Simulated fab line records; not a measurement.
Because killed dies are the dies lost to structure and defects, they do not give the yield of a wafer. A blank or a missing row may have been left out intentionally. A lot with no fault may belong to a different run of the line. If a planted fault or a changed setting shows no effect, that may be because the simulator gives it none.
The same fault as seen by 2 desks ; flow sfqLine ; only its own numbers are on each desk; what lay behind them is given at the end

FROM THE METROLOGY DESK
Lot by lot, what the gauges showed, no matter which tool ran the lot: averages of those sampled wafers that carry a number. The brackets show how far a lot's mean lies from the usual mean; more than 4 standard deviations puts the lot out of limits, marked OUT.
Columns: A = M7_OVL at SFQ_M7_OVL_MEAS_945, usual -1 nm
lot;first seen here;A
L489;day 68 00:58;-2
L492;day 68 17:33;4
L497;day 70 20:15;5
L499;day 71 17:10;-12
L500;day 78 04:04;-5
L503;day 79 00:37;-4
L504;day 79 04:13;2
L506;day 79 09:01;-10
L507;day 79 14:15;6
L508;day 80 03:12;-0
L509;day 80 05:36;-0
L510;day 80 08:00;-1
L511;day 80 09:11;6
L512;day 80 10:23;8
Finding of this desk: none of the 14 lots has anything out of limits.

FOR THE TOOL OWNER'S DESK: rieDiel-02
The tool's own readings at SFQ_TRILAYER_I6_VIA_BARC_OPEN_VIA_ETCH_235 (etches BARC in O2, target depth 125 nm, time 41.7 s): means of the sampled wafers that have a number, for each lot that ran on this tool. The brackets show how far a lot's mean lies from the usual mean; more than 4 standard deviations puts the lot out of limits, marked OUT.
Columns: A = biasW at SFQ_TRILAYER_I6_VIA_BARC_OPEN_VIA_ETCH_235, usual 80.01 W; B = drypumpMotorCurrentA at SFQ_TRILAYER_I6_VIA_BARC_OPEN_VIA_ETCH_235, usual 5.8 A; C = oesProductAu at SFQ_TRILAYER_I6_VIA_BARC_OPEN_VIA_ETCH_235, usual 0.685 a.u.
lot;first seen here;A;B;C
L492;day 68 14:05;80.04;5.8;0.684
L497;day 70 16:09;85.99 (+27) OUT;6.0;0.687
L499;day 71 13:37;85.82 (+26) OUT;5.9;0.687
L500;day 77 21:08;80.09;5.4;0.684
L503;day 78 21:08;79.83;5.6;0.687
L506;day 79 04:20;79.89;5.6;0.687
L507;day 79 10:20;80.06;5.9;0.684
L509;day 79 22:41;80.18;5.8;0.685
L511;day 80 02:17;79.88;5.7;0.688
This desk's verdict: out of limits on L497, L499, starting with L497 at day 70 16:09 (biasW at SFQ_TRILAYER_I6_VIA_BARC_OPEN_VIA_ETCH_235). L492, L500, L503, L506, L507, L509, L511 stayed within limits.

PUT TOGETHER
At day 70 16:09, on L497, L499, the tool owner's desk was in a position to raise an alarm.
Nothing out of limits was seen by the metrology desk.
The metrology desk has L497, L499 on record, within its limits.
SFQ_TRILAYER_I6_VIA_BARC_OPEN_VIA_ETCH_235 was run on rieDiel-02 by each of the lots named.

WHAT HAD BEEN PUT IN BY THE SIMULATOR
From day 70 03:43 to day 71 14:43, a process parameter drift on rieDiel-02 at SFQ_TRILAYER_I6_VIA_BARC_OPEN_VIA_ETCH_235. From 80, the setting biasW moved by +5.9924. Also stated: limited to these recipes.
Shown lots that were struck: L497, L499.
Delay in hours, fault start to first out-of-limits reading, by desk: the tool owner's desk at 12.
